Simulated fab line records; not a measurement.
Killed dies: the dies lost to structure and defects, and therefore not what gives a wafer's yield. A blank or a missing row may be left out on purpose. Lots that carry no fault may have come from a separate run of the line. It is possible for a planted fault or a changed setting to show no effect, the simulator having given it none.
Problem report in the 8D (eight disciplines) form, filled by code -- flow gf180mcu -- the parts of the form that need people (team, actions taken, sign-off) are left out

1. PROBLEM STATEMENT
Wafers without a fault read 0.992 a.u., standard deviation 0.0051; oes-product-au at GF_M4_METAL_ETCH_16 reads a mean of 0.800 a.u. on 4 wafers belonging to 2 lots. Measured from the usual mean, that is -38 standard deviations.
The step: etches the open film in Cl2/BCl3, stops on SiO2, target depth 750.8 nm, time 125.1 s.
Earliest sighting: wafer L997.4 on rie-metal-02 at day 27 15:28. The record holds 42 wafers of 14 lots with a number at this step. Rule for "out", or "out of limits": more than 4 standard deviations from the usual mean. The other wafers with a number count as sound.

2. WHAT IT IS; WHAT IT IS NOT
question,is,is not
which readings at this step,"oes-product-au, throttle-valve-pct",drypump-motor-current-A
which lots,"L997, L998","L105, L107, L108, L985, L987, L989, L990, L991, L992, L994, L995, L996"
which wafers of those lots,"L997.4, L997.6, L998.1, L998.3","L997.3, L998.4"
read on which tools,rie-metal-02,"rie-metal-01, rie-metal-04"
when,from day 27 15:28,"up to then (28 sound wafers); but 10 sound wafers of L105, L107, L108, L998 came after"

3. WHAT RULES OUT EACH SUSPECT
Counting: if a tool at a process step up to the reading ran every lot that is out, it stays a suspect. Sound lots after the first of them don't rule it out here, since some wafers of a struck lot are sound.
- rie-metal-02 at GF_M4_METAL_ETCH_16 (etches the open film in Cl2/BCl3, stops on SiO2, target depth 750.8 nm, time 125.1 s): kept. Every lot that is out went through it, the first being L997 (day 27 15:28); the last sound lot it ran before that was L994 (day 26 13:28). Its own oes-product-au, throttle-valve-pct readings are out on those wafers.
- The sound lot-mates ran in chamber 1 of rie-metal-02 at GF_M4_METAL_ETCH_16, but the wafers that are out ran in chamber 0.
The count leaves rie-metal-02 at GF_M4_METAL_ETCH_16.

4. THE CAUSE (what the simulator had put in)
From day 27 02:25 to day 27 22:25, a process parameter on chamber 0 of rie-metal-02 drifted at GF_M4_METAL_ETCH_16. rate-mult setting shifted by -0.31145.
Only this tool survived the counting.

5. THE EFFECT CHAIN, in route order
Each row: a reading where the mean over the struck wafers with a number is more than 3 standard deviations away from the usual. Only readings for which the record gives a usual standard deviation are gone through. hours: the time from each lot's start at the first step in this table that gives one to its start at this step, as a median over the lots. sigmas: the change in usual standard deviations.
hours,step,reading,usual,on struck wafers,change,sigmas
0,GF_M4_METAL_ETCH_16,oes-product-au,0.992 a.u.,0.800,-0.192,-38
0,GF_M4_METAL_ETCH_16,throttle-valve-pct,28.227 %,28.436,+0.209,+23
0,GF_M4_STRIP_17,oes-product-au,0.537 a.u.,0.576,+0.039,+7.7
0,GF_M4_STRIP_17,strip-time-to-endpoint-s,7.37 s,8.29,+0.92,+21
Process steps it contains:
- GF_M4_METAL_ETCH_16: etches the open film in Cl2/BCl3, stops on SiO2, target depth 750.8 nm, time 125.1 s.
- GF_M4_STRIP_17: strips in O2/N2.

6. WHAT WOULD HAVE CAUGHT IT SOONER
First out-of-limits reading in this record: day 27 15:28, which is 13 hours after fault onset at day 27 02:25.
